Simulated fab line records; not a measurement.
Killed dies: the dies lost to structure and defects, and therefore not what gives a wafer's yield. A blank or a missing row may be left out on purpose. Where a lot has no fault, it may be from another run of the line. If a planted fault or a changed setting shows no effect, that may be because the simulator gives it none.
8D (eight disciplines) problem report, filled in by code || flow gf180mcu || the parts of the form that need people (team, actions taken, sign-off) are left out

1. THE PROBLEM
Wafers without a fault read 259.8 nm, standard deviation 1.5; cdNm at GF_V2_CD_MEAS_14 reads a mean of 270.2 nm on 6 wafers belonging to 2 lots. That puts it +6.9 standard deviations away from the usual mean.
The step: target cd 260 nm.
The first sign was on wafer L341.2 at day 23 02:44, on cdSem-02. At this step, 39 wafers from 13 lots have a number in the record. Rule for "out", or "out of limits": more than 4 standard deviations from the usual mean. The rest of the wafers with a number are treated as sound.

2. WHAT IT IS; WHAT IT IS NOT
{"question": "which readings at this step", "is": "cdNm", "is not": "-"}
{"question": "which lots", "is": "L341, L343", "is not": "L336, L338, L347, L350, L351, L352, L353, L355, L356, L357, L358"}
{"question": "which wafers of those lots", "is": "all that have a number", "is not": "-"}
{"question": "read on which gauges", "is": "cdSem-02", "is not": "cdSem-01"}
{"question": "when", "is": "from day 23 02:44", "is not": "up to then (6 sound wafers); but 27 sound wafers of L347, L350, L351, L352, L353, L355, L356, L357, L358 came after"}

3. WHAT RULES OUT EACH SUSPECT
Counting: a tool at a process step up to the reading stays a suspect if it ran every lot that is out and no sound lot after the first of them.
- the gauge at GF_V2_CD_MEAS_14: kept. All the wafers that are out were read on cdSem-02, and no step on other tools shows them out.
- lithoTrack-03 at GF_V2_PEB_12 (peb time 90 s): ruled out as a lasting fault. Sound lots L356, L357 ran on it after its first lot that is out, L341 (day 23 02:23).
Remaining after the count: cdSem-02 at GF_V2_CD_MEAS_14.

4. THE CAUSE (what the simulator had put in)
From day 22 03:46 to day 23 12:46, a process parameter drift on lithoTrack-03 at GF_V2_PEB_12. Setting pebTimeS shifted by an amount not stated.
The count ruled it out by mistake, since the rule takes a fault to strike every lot its tool runs from the start of the fault on, and this one did not do so.

5. THE EFFECT CHAIN, in route order
Each row: a reading whose mean over the struck wafers that have a number lies more than 3 standard deviations from the usual. Scope: only readings with a usual standard deviation given in the record; hours: median across lots of the time from each lot's start at the first step in this table that gives one to its start at this step; sigmas: change in usual standard deviations.
{"hours": 0, "step": "GF_V2_CD_MEAS_14", "reading": "cdNm", "usual": "259.8 nm", "on struck wafers": 270.2, "change": "+10.4", "sigmas": "+6.9"}

6. HOW IT WOULD HAVE BEEN CAUGHT EARLIER
Counted from the fault's start at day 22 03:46, it took 23 hours until the first out-of-limits reading at a measuring or inspecting step in this record, taken at day 23 02:44.
